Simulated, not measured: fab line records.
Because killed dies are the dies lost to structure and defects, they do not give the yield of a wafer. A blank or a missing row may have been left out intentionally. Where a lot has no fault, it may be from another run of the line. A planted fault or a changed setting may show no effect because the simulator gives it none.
Struck lot and sound lot, side by side || flow sky130 || 20 out of 708 route steps
Sound: wafers L688.1, L688.2, L688.4. Struck: wafers L693.4, L693.5, L693.6. The cause comes at the end.
For every step that has rows: the tool of each side, followed by ch and its chambers, followed by its first start. Under that, the readings that differ: sound wafers || struck wafers || difference of the means || sigmas: that difference in standard deviations of wafers without a fault.
alike: readings with means less than 2 such deviations apart, plus words and numbers identical on both sides. not compared: withheld readings, readings lacking a value on some wafer, bounds such as >300 that could conceal the same value, and numbers that have no deviation in the record and whose values overlap.
A row with sigmas, a row that says differs or no value, or rows on one side alone: a step with any of these is where the two part. Numbers that don't overlap but have no deviation are shown without sigmas and don't part them. A reading missing from all wafers of one side parts the sides only when that side holds two or more wafers.

first, 6 steps without rows for these wafers: SKY_VT_ADJUST_PCH_HMDS_01 (prime time 60 s); SKY_VT_ADJUST_PCH_COAT_02 (resist thk 3000 nm); SKY_VT_ADJUST_PCH_SOFTBAKE_03; SKY_VT_ADJUST_PCH_EXPOSE_04 (exposes mask NWM, target cd 840 nm); SKY_VT_ADJUST_PCH_PEB_05; SKY_VT_ADJUST_PCH_DEVELOP_06 (develop time 60 s).
SKY_VT_ADJUST_PCH_OVL_MEAS_07:
  struck on overlay-01, day 14 13:21; sound on overlay-01, day 12 19:11
  alike: VT_ADJUST_PCH_OVL
next, for these wafers, 1 step has no rows: SKY_VT_ADJUST_PCH_IMPLANT_08.
SKY_VT_ADJUST_PCH_STRIP_09: strips in O2/N2.
  sound on plasma_asher-01 ch 0,1, day 12 19:22; struck on plasma_asher-01 ch 0,1, day 14 13:33
  alike: drypump_motor_current_A, oes_product_au, strip_time_to_endpoint_s
  not compared: rf_hours_counter_h
SKY_VT_ADJUST_PCH_TW_MEAS_10:
  struck on film_metro-02, day 14 13:38; sound on film_metro-02, day 12 19:28
  alike: VT_ADJUST_PCH_TW
then, 2 steps without rows for these wafers: SKY_SONOS_TUNNEL_DEHYDRATE_00 (time 60 s); SKY_SONOS_TUNNEL_HMDS_01 (prime time 60 s).
SKY_SONOS_TUNNEL_COAT_02: resist thk 1140 nm.
  sound on litho_track-04 ch 0, day 13 08:08; struck on litho_track-01, day 15 02:47
  no value came back on the struck wafers for chill_plate_temp_C (C), dispense_pressure_kPa (kPa); on the sound wafers chill_plate_temp_C (C) reads 23.19 23.14 23.07
then, 4 steps without rows for these wafers: SKY_SONOS_TUNNEL_SOFTBAKE_03 (time 60 s); SKY_SONOS_TUNNEL_EXPOSE_04 (exposes mask TUNM, target cd 410 nm); SKY_SONOS_TUNNEL_PEB_05; SKY_SONOS_TUNNEL_DEVELOP_06 (develop time 60 s).
SKY_SONOS_TUNNEL_CD_MEAS_07: the cd target is 410 nm.
  struck on cd_sem-01, day 15 16:25; sound on cd_sem-02, day 13 21:00
{"reading": "cd_nm (nm)", "sound": "410.9 410.2 409.4", "struck": "- - -", "difference": "no value on the struck wafers", "sigmas": ""}
SKY_SONOS_TUNNEL_OVL_MEAS_08:
  struck on overlay-02, day 15 16:29; sound on overlay-01, day 13 21:07
{"reading": "SONOS_TUNNEL_OVL (nm)", "sound": "1.5 1.4 1.8", "struck": "- - -", "difference": "no value on the struck wafers", "sigmas": ""}
-- here the record skips 33 days between the struck wafers' starts before and after, leaving off in module SONOS_TUNNEL and picking up in module PAD_OPEN (first step shown: number 708 of the route) --
SKY_PAD_OPEN_PROBE_99:
  rows exist in the record for the struck wafers here (prober-01, day 49 04:05), but not for the sound ones

## WHERE THEY PART
At SKY_SONOS_TUNNEL_COAT_02 first; at SKY_PAD_OPEN_PROBE_99 last (within this record only).

WHY: whatever the simulator had introduced
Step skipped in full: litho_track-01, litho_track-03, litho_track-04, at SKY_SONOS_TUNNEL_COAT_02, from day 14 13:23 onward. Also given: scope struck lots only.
